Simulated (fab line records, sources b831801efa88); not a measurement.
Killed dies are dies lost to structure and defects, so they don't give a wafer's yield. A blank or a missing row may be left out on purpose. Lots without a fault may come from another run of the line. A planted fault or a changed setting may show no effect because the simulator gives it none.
Which tool did it? | flow gf180mcu | 12 lots, 35 wafers sampled, at 6 steps of a route of 602

WHAT THE GAUGES READ, wafer by wafer
GF_HV_LDD_CD_MEAS_31: target cd 400 nm.
lot  | measured     | on        | cd_nm (nm)
L691 | day 11 11:40 | cd_sem-01 | 397.8 398.2 398.6
L692 | day 11 20:35 | cd_sem-01 | 399.2 401.0 400.5
L695 | day 12 19:53 | cd_sem-02 | 404.8 400.5 400.8
L696 | day 13 05:01 | cd_sem-02 | 399.1 401.2 400.2
L698 | day 13 17:10 | cd_sem-01 | 396.8 397.4
L704 | day 15 23:32 | cd_sem-01 | 401.4 400.1 402.4
L705 | day 16 00:39 | cd_sem-02 | 401.5 400.8 401.9
L706 | day 16 14:22 | cd_sem-01 | 399.8 399.4 400.2
L710 | day 18 05:02 | cd_sem-01 | 396.0 396.0 395.1
L711 | day 18 07:58 | cd_sem-01 | 401.4 400.9 399.9
L713 | day 18 15:11 | cd_sem-01 | 400.1 402.7 399.6
L714 | day 19 03:56 | cd_sem-02 | 397.5 395.8 397.0

GF_PSD_RS_MEAS_14: measures by four-point-probe.
lot  | measured     | on            | NSD_RS (ohm/sq)
L691 | day 14 02:38 | film_metro-01 | 46.11 46.02 46.02
L692 | day 14 11:35 | film_metro-04 | 46.12 46.18 46.14
L695 | day 15 13:23 | film_metro-01 | 46.09 48.07 45.91
L696 | day 15 23:22 | film_metro-01 | 46.19 48.00 46.09
L698 | day 16 12:48 | film_metro-04 | 48.22 46.26
L704 | day 19 03:41 | film_metro-03 | 46.08 46.04 46.04
L705 | day 19 04:42 | film_metro-04 | 46.20 46.17 46.16
L706 | day 19 18:34 | film_metro-01 | 46.14 46.15 46.15
L710 | day 21 11:05 | film_metro-04 | 46.16 46.18 46.18
L711 | day 21 14:27 | film_metro-01 | 46.14 46.04 46.09
L713 | day 21 21:14 | film_metro-03 | 46.24 46.20 46.20
L714 | day 22 10:08 | film_metro-04 | 46.10 46.18 46.09

GF_PSD_RS_MEAS_15: measures by four-point-probe.
lot  | measured     | on            | PSD_RS (ohm/sq)
L691 | day 14 02:45 | film_metro-01 | 108.64 108.52 108.16
L692 | day 14 11:42 | film_metro-04 | 108.44 108.67 108.54
L695 | day 15 13:30 | film_metro-01 | 108.56 113.79 108.34
L696 | day 15 23:29 | film_metro-01 | 108.28 113.91 108.33
L698 | day 16 12:55 | film_metro-04 | 114.36 108.46
L704 | day 19 03:49 | film_metro-03 | 108.27 108.60 108.61
L705 | day 19 04:49 | film_metro-04 | 108.90 108.47 108.78
L706 | day 19 18:41 | film_metro-01 | 108.64 108.46 108.64
L710 | day 21 11:12 | film_metro-04 | 108.01 108.38 108.49
L711 | day 21 14:34 | film_metro-01 | 108.62 108.16 108.42
L713 | day 21 21:22 | film_metro-03 | 108.99 109.12 109.07
L714 | day 22 10:15 | film_metro-04 | 108.29 108.69 108.57

WHICH TOOL RAN EACH LOT (tool, then ch and the chambers of the sampled wafers, then the start)
lot  | GF_HV_LDD_STRIP_49                   | GF_HV_LDD_ETCHBACK_58              | GF_PSD_RTA_13
L691 | plasma_asher-01 ch 0,1, day 12 07:45 | rie_diel-02 ch 1,2, day 12 10:43   | rtp_anneal-01 ch 0, day 14 02:32
L692 | plasma_asher-01 ch 0,1, day 12 16:06 | rie_diel-02 ch 0,2, day 12 19:02   | rtp_anneal-02 ch 0, day 14 11:29
L695 | plasma_asher-02 ch 0,1, day 13 16:22 | rie_diel-02 ch 0,1, day 13 19:20   | rtp_anneal-01 ch 0, day 15 13:18
L696 | plasma_asher-01 ch 1, day 14 01:41   | rie_diel-02 ch 0,1,3, day 14 04:38 | rtp_anneal-01 ch 0, day 15 23:17
L698 | plasma_asher-03 ch 0,1, day 14 14:26 | rie_diel-02 ch 0,3, day 14 17:22   | rtp_anneal-01 ch 0, day 16 12:43
L704 | plasma_asher-03 ch 0,1, day 16 22:57 | rie_diel-01 ch 0,3, day 17 02:58   | rtp_anneal-01 ch 0, day 19 03:37
L705 | plasma_asher-03 ch 0,1, day 16 23:45 | rie_diel-02 ch 0,1,2, day 17 04:14 | rtp_anneal-02 ch 0, day 19 04:35
L706 | plasma_asher-02 ch 0,1, day 17 14:03 | rie_diel-03 ch 0,3, day 17 17:01   | rtp_anneal-02 ch 0, day 19 18:29
L710 | plasma_asher-03 ch 0,1, day 19 06:43 | rie_diel-03 ch 2,3, day 19 09:41   | rtp_anneal-01 ch 0, day 21 10:59
L711 | plasma_asher-02 ch 0,1, day 19 08:55 | rie_diel-01 ch 1,2,3, day 19 12:43 | rtp_anneal-01 ch 0, day 21 14:22
L713 | plasma_asher-03 ch 0,1, day 19 16:58 | rie_diel-02 ch 0,1,3, day 19 19:59 | rtp_anneal-01 ch 0, day 21 21:10
L714 | plasma_asher-02 ch 0, day 20 05:43   | rie_diel-03 ch 0,1,2, day 20 09:24 | rtp_anneal-01 ch 0, day 22 10:02
- GF_HV_LDD_STRIP_49: strips in O2/N2.
- GF_HV_LDD_ETCHBACK_58: etches Si3N4 in CH3F/O2, stops on SiO2, time 100 s, target depth 90 nm.
- GF_PSD_RTA_13: time 20 s.

WHAT THE TOOLS THEMSELVES READ (means of the sampled wafers that have a number; where no wafer has one, the mark that the record gives instead)
GF_HV_LDD_STRIP_49.
lot  | tool            | drypump_motor_current_A (A) | heater_power_w (W) | oes_product_au (a.u.) | strip_time_to_endpoint_s (s)
L691 | plasma_asher-01 | 5.1                         | 290                | 0.711                 | 12.69
L692 | plasma_asher-01 | 5.4                         | 282                | 0.714                 | 12.63
L695 | plasma_asher-02 | 6.0                         | 309                | 0.714                 | 12.65
L696 | plasma_asher-01 | 4.9                         | 297                | 0.719                 | 12.61
L698 | plasma_asher-03 | 6.2                         | 396                | 0.717                 | 12.62
L704 | plasma_asher-03 | 6.2                         | 410                | 0.712                 | 12.69
L705 | plasma_asher-03 | 6.1                         | 407                | 0.716                 | 12.59
L706 | plasma_asher-02 | 5.7                         | 314                | 0.715                 | 12.58
L710 | plasma_asher-03 | 6.2                         | 407                | 0.715                 | 12.62
L711 | plasma_asher-02 | 5.7                         | 303                | 0.715                 | 12.66
L713 | plasma_asher-03 | 6.3                         | 374                | 0.716                 | 12.63
L714 | plasma_asher-02 | 6.2                         | 310                | 0.717                 | 12.65

GF_HV_LDD_ETCHBACK_58.
lot  | tool        | drypump_motor_current_A (A) | oes_product_au (a.u.) | throttle_valve_pct (%)
L691 | rie_diel-02 | 5.89                        | 0.841                 | 10.558
L692 | rie_diel-02 | 5.95                        | 0.846                 | 10.559
L695 | rie_diel-02 | 5.98                        | 0.836                 | 10.566
L696 | rie_diel-02 | 5.87                        | 0.842                 | 10.551
L698 | rie_diel-02 | 5.83                        | 0.835                 | 10.570
L704 | rie_diel-01 | 5.71                        | 0.842                 | 10.559
L705 | rie_diel-02 | 5.91                        | 0.843                 | 10.546
L706 | rie_diel-03 | 5.67                        | 0.844                 | 10.552
L710 | rie_diel-03 | 5.98                        | 0.846                 | 10.574
L711 | rie_diel-01 | 5.86                        | 0.842                 | 10.550
L713 | rie_diel-02 | 5.88                        | 0.840                 | 10.566
L714 | rie_diel-03 | 5.93                        | 0.850                 | 10.563

GF_PSD_RTA_13.
lot  | tool          | lamp_power_pct (%) | run_length_s (s) | wafer_temp_C_max
L691 | rtp_anneal-01 | 38.8               | 48.6             | 1028.3
L692 | rtp_anneal-02 | 38.0               | 48.5             | 1030.2
L695 | rtp_anneal-01 | 38.8               | 45.9             | 1029.1
L696 | rtp_anneal-01 | 38.7               | 46.1             | 1028.4
L698 | rtp_anneal-01 | 38.8               | 44.9             | 1027.8
L704 | rtp_anneal-01 | 38.8               | 48.4             | 1027.7
L705 | rtp_anneal-02 | 38.0               | 48.4             | 1029.6
L706 | rtp_anneal-02 | 38.0               | 48.6             | 1029.8
L710 | rtp_anneal-01 | 38.8               | 48.4             | 1028.8
L711 | rtp_anneal-01 | 38.8               | 48.3             | 1028.2
L713 | rtp_anneal-01 | 38.8               | 48.6             | 1029.2
L714 | rtp_anneal-01 | 38.8               | 48.5             | 1028.5

THE ANSWER, worked out from the rows above alone
Rule: what is usual is taken from the lots themselves. Put in order of their means at a reading, lots are off if they are a third of the lots or fewer, leave a main group of 4 or more, and stand apart from it by a gap of 3 or more times the standard deviation of the main group's means; of several such gaps the widest counts. A main group whose means are all the same, to the digits that the tables above print for the reading, isn't used. A lot without any number at a reading at which 4 lots or more have one is off too. The other lots that the step has rows for count as sound. The gauges are gone through in route order, then the tools' own readings, and for those a lot's mean is taken as printed above. The first step at which some lot is off is used, and at that step the reading that is off furthest; a lot without a number counts as furthest.
Off: L695, L696, L698, at GF_PSD_RS_MEAS_14 (NSD_RS). The main group: mean 46.13 ohm/sq, standard deviation 0.053.
A tool fits if, at a process step before that reading, it ran every lot that is off, and no sound lot after the first of them. The gauges at GF_PSD_RS_MEAS_14 aren't tried: what is off there is off at GF_PSD_RTA_13 too, on other tools, and a gauge's error can't cause that. None of those tried fits.

WHAT THE SIMULATOR HAD PUT IN
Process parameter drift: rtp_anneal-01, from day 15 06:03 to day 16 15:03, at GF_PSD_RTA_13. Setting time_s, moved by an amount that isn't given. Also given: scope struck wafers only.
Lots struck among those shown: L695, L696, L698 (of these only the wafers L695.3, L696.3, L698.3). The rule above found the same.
